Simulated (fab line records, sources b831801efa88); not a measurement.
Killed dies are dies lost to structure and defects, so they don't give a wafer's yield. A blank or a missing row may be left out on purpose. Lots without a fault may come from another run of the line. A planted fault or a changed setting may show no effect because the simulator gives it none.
Which tool did it? | flow gf180mcu | 13 lots, 39 wafers sampled, at 7 steps of a route of 602

WHAT THE GAUGES READ, wafer by wafer
GF_HV_LDD_TW_MEAS_11.
lot  | measured     | on            | HV_LDD_TW
L466 | day 10 03:02 | film_metro-04 | 2409 2389 2401
L467 | day 10 08:37 | film_metro-03 | 2417 2408 2423
L469 | day 11 03:07 | film_metro-03 | 2407 2415 2403
L472 | day 11 19:20 | film_metro-03 | 2419 2403 2414
L474 | day 12 11:41 | film_metro-04 | 2406 2396 2387
L475 | day 13 02:38 | film_metro-03 | 2396 2408 2415
L482 | day 14 23:08 | film_metro-03 | 2405 2432 2421
L483 | day 15 08:32 | film_metro-03 | 2420 2437 2427
L484 | day 15 15:08 | film_metro-04 | 2384 2384 2391
L485 | day 15 18:58 | film_metro-01 | 2388 2382 2388
L486 | day 16 01:57 | film_metro-01 | 2397 2388 2380
L487 | day 16 06:21 | film_metro-04 | 2380 2381 2372
L489 | day 17 01:25 | film_metro-03 | 2428 2429 2433

GF_NSD_CD_MEAS_07: target cd 400 nm.
lot  | measured     | on        | cd_nm (nm)
L466 | day 13 09:29 | cd_sem-01 | 398.6 399.7 398.7
L467 | day 13 14:54 | cd_sem-02 | 397.4 397.6 398.6
L469 | day 14 13:47 | cd_sem-02 | 400.6 400.2 400.4
L472 | day 15 06:37 | cd_sem-01 | 400.6 399.7 397.6
L474 | day 16 03:01 | cd_sem-02 | - - -
L475 | day 16 22:11 | cd_sem-01 | 401.7 402.3 400.5
L482 | day 18 21:28 | cd_sem-01 | 402.9 402.1 403.3
L483 | day 19 08:19 | cd_sem-02 | 397.6 401.4 398.2
L484 | day 19 13:37 | cd_sem-01 | 400.2 399.0 398.1
L485 | day 19 20:37 | cd_sem-02 | 397.5 400.3 398.1
L486 | day 20 02:58 | cd_sem-02 | 403.6 401.6 402.6
L487 | day 20 08:26 | cd_sem-01 | 399.8 400.6 399.5
L489 | day 21 04:26 | cd_sem-02 | 400.4 399.7 401.3

GF_NSD_TW_MEAS_12.
lot  | measured     | on            | NSD_TW
L466 | day 13 10:02 | film_metro-03 | 4255 4272 4275
L467 | day 13 15:26 | film_metro-02 | 4211 4217 4190
L469 | day 14 14:19 | film_metro-03 | 4247 4243 4242
L472 | day 15 07:09 | film_metro-03 | 4317 4268 4288
L474 | day 16 03:34 | film_metro-03 | 30 30 30
L475 | day 16 22:44 | film_metro-02 | 4230 4226 4231
L482 | day 18 22:02 | film_metro-01 | 4245 4235 4227
L483 | day 19 08:50 | film_metro-03 | 4251 4258 4243
L484 | day 19 14:08 | film_metro-03 | 4246 4267 4248
L485 | day 19 21:10 | film_metro-03 | 4253 4253 4268
L486 | day 20 03:29 | film_metro-02 | 4227 4200 4185
L487 | day 20 08:58 | film_metro-02 | 4224 4226 4219
L489 | day 21 04:58 | film_metro-01 | 4214 4240 4240

GF_PSD_TW_MEAS_11.
lot  | measured     | on            | PSD_TW
L466 | day 14 06:49 | film_metro-03 | 3211 3210 3203
L467 | day 14 12:07 | film_metro-03 | 3189 3192 3179
L469 | day 15 11:46 | film_metro-03 | 3192 3196 3199
L472 | day 16 05:17 | film_metro-02 | 3173 3183 3167
L474 | day 17 02:04 | film_metro-03 | 4309 4274 4248
L475 | day 17 21:28 | film_metro-02 | 3176 3206 3179
L482 | day 19 23:02 | film_metro-02 | 3149 3156 3145
L483 | day 20 09:58 | film_metro-01 | 3154 3167 3125
L484 | day 20 14:29 | film_metro-01 | 3157 3128 3131
L485 | day 20 21:58 | film_metro-02 | 3169 3168 3155
L486 | day 21 03:53 | film_metro-03 | 3194 3203 3193
L487 | day 21 09:22 | film_metro-01 | 3153 3157 3157
L489 | day 22 05:22 | film_metro-03 | 3170 3174 3176

WHICH TOOL RAN EACH LOT (tool, then ch and the chambers of the sampled wafers, then the start)
lot  | GF_POLY_GATE_ETCH_13             | GF_POLY_GATE_STRIP_14                | GF_NSD_EXPOSE_04
L466 | rie_si-02 ch 0,2,3, day 9 07:49  | plasma_asher-04 ch 0,1, day 9 07:52  | iline_stepper-01 ch 0, day 13 00:12
L467 | rie_si-02 ch 2,3, day 9 12:22    | plasma_asher-02 ch 0,1, day 9 12:25  | iline_stepper-01 ch 0, day 13 05:23
L469 | rie_si-02 ch 1,3, day 10 07:01   | plasma_asher-04 ch 0,1, day 10 07:04 | iline_stepper-01 ch 0, day 14 03:38
L472 | rie_si-02 ch 0,1,2, day 10 23:19 | plasma_asher-02 ch 0,1, day 10 23:24 | iline_stepper-02 ch 0, day 14 20:42
L474 | rie_si-01 ch 0,1,3, day 11 14:52 | plasma_asher-01 ch 1, day 11 14:55   | iline_stepper-02 ch 0, day 15 16:02
L475 | rie_si-02 ch 0,1,3, day 12 05:37 | plasma_asher-02 ch 0,1, day 12 05:40 | iline_stepper-01 ch 0, day 16 10:53
L482 | rie_si-02 ch 0,1,3, day 13 23:11 | plasma_asher-01 ch 0,1, day 13 23:14 | iline_stepper-01 ch 0, day 18 09:50
L483 | rie_si-01 ch 0,2,3, day 14 09:25 | plasma_asher-04 ch 0,1, day 14 09:30 | iline_stepper-01 ch 0, day 18 20:30
L484 | rie_si-01 ch 0,2, day 14 14:50   | plasma_asher-01 ch 0,1, day 14 14:55 | iline_stepper-02 ch 0, day 19 02:11
L485 | rie_si-01 ch 1,2, day 14 19:55   | plasma_asher-01 ch 0, day 14 19:58   | iline_stepper-02 ch 0, day 19 08:28
L486 | rie_si-01 ch 0,1, day 15 02:26   | plasma_asher-02 ch 0,1, day 15 02:31 | iline_stepper-01 ch 0, day 19 14:59
L487 | rie_si-01 ch 2,3, day 15 06:22   | plasma_asher-01 ch 0,1, day 15 06:27 | iline_stepper-02 ch 0, day 19 20:41
L489 | rie_si-01 ch 0,2,3, day 16 01:40 | plasma_asher-04 ch 0,1, day 16 01:43 | iline_stepper-01 ch 0, day 20 16:20
- GF_POLY_GATE_ETCH_13: etches poly-Si in HBr/Cl2, stops on SiO2, target depth 198.5 nm, time 69.6 s.
- GF_POLY_GATE_STRIP_14: strips in O2/N2.
- GF_NSD_EXPOSE_04: exposes mask Nplus, target cd 400 nm.

WHAT THE TOOLS THEMSELVES READ (means of the sampled wafers that have a number; where no wafer has one, the mark that the record gives instead)
GF_POLY_GATE_ETCH_13.
lot  | tool      | bias_w (W) | drypump_motor_current_A (A) | oes_product_au (a.u.) | throttle_valve_pct (%)
L466 | rie_si-02 | 100.4      | 5.0                         | 0.988                 | 33.684
L467 | rie_si-02 | 100.2      | 4.9                         | 1.001                 | 33.687
L469 | rie_si-02 | 100.0      | 5.7                         | 0.973                 | 33.693
L472 | rie_si-02 | 100.0      | 5.4                         | 0.983                 | 33.680
L474 | rie_si-01 | 99.9       | 5.4                         | 0.988                 | 33.678
L475 | rie_si-02 | 100.1      | 5.3                         | 0.989                 | 33.693
L482 | rie_si-02 | 99.9       | 5.3                         | 0.991                 | 33.692
L483 | rie_si-01 | 99.9       | 5.4                         | 0.988                 | 33.684
L484 | rie_si-01 | 99.8       | 5.6                         | 0.998                 | 33.671
L485 | rie_si-01 | 100.1      | 5.5                         | 0.989                 | 33.681
L486 | rie_si-01 | 100.1      | 5.6                         | 0.992                 | 33.680
L487 | rie_si-01 | 100.2      | 5.3                         | 0.986                 | 33.676
L489 | rie_si-01 | 100.2      | 5.4                         | 0.989                 | 33.697

GF_POLY_GATE_STRIP_14.
lot  | tool            | drypump_motor_current_A (A) | heater_power_w (W) | oes_product_au (a.u.)
L466 | plasma_asher-04 | 5.5                         | 322                | 0.506
L467 | plasma_asher-02 | 6.1                         | 334                | 0.505
L469 | plasma_asher-04 | 5.9                         | 331                | 0.506
L472 | plasma_asher-02 | 6.1                         | 335                | 0.506
L474 | plasma_asher-01 | 6.3                         | 279                | 0.503
L475 | plasma_asher-02 | 6.1                         | 342                | 0.506
L482 | plasma_asher-01 | 5.8                         | 310                | 0.504
L483 | plasma_asher-04 | 5.8                         | 332                | 0.504
L484 | plasma_asher-01 | 5.8                         | 308                | 0.504
L485 | plasma_asher-01 | 5.6                         | 323                | 0.509
L486 | plasma_asher-02 | 6.0                         | 343                | 0.503
L487 | plasma_asher-01 | 6.1                         | 293                | 0.504
L489 | plasma_asher-04 | 5.5                         | 316                | 0.509

THE ANSWER, worked out from the rows above alone
Rule: what is usual is taken from the lots themselves. Put in order of their means at a reading, lots are off if they are a third of the lots or fewer, leave a main group of 4 or more, and stand apart from it by a gap of 3 or more times the standard deviation of the main group's means; of several such gaps the widest counts. A main group whose means are all the same, to the digits that the tables above print for the reading, isn't used. A lot without any number at a reading at which 4 lots or more have one is off too. The other lots that the step has rows for count as sound. The gauges are gone through in route order, then the tools' own readings, and for those a lot's mean is taken as printed above. The first step at which some lot is off is used, and at that step the reading that is off furthest; a lot without a number counts as furthest.
Off: L474, at GF_NSD_CD_MEAS_07 (cd_nm). Without a number there: L474. The main group: mean 400.1 nm, standard deviation 1.5.
A tool fits if, at a process step before that reading, it ran every lot that is off, and no sound lot after the first of them. The gauges at GF_NSD_CD_MEAS_07 aren't tried: what is off there is off at GF_NSD_TW_MEAS_12 too, on other tools, and a gauge's error can't cause that. None of those tried fits.

WHAT THE SIMULATOR HAD PUT IN
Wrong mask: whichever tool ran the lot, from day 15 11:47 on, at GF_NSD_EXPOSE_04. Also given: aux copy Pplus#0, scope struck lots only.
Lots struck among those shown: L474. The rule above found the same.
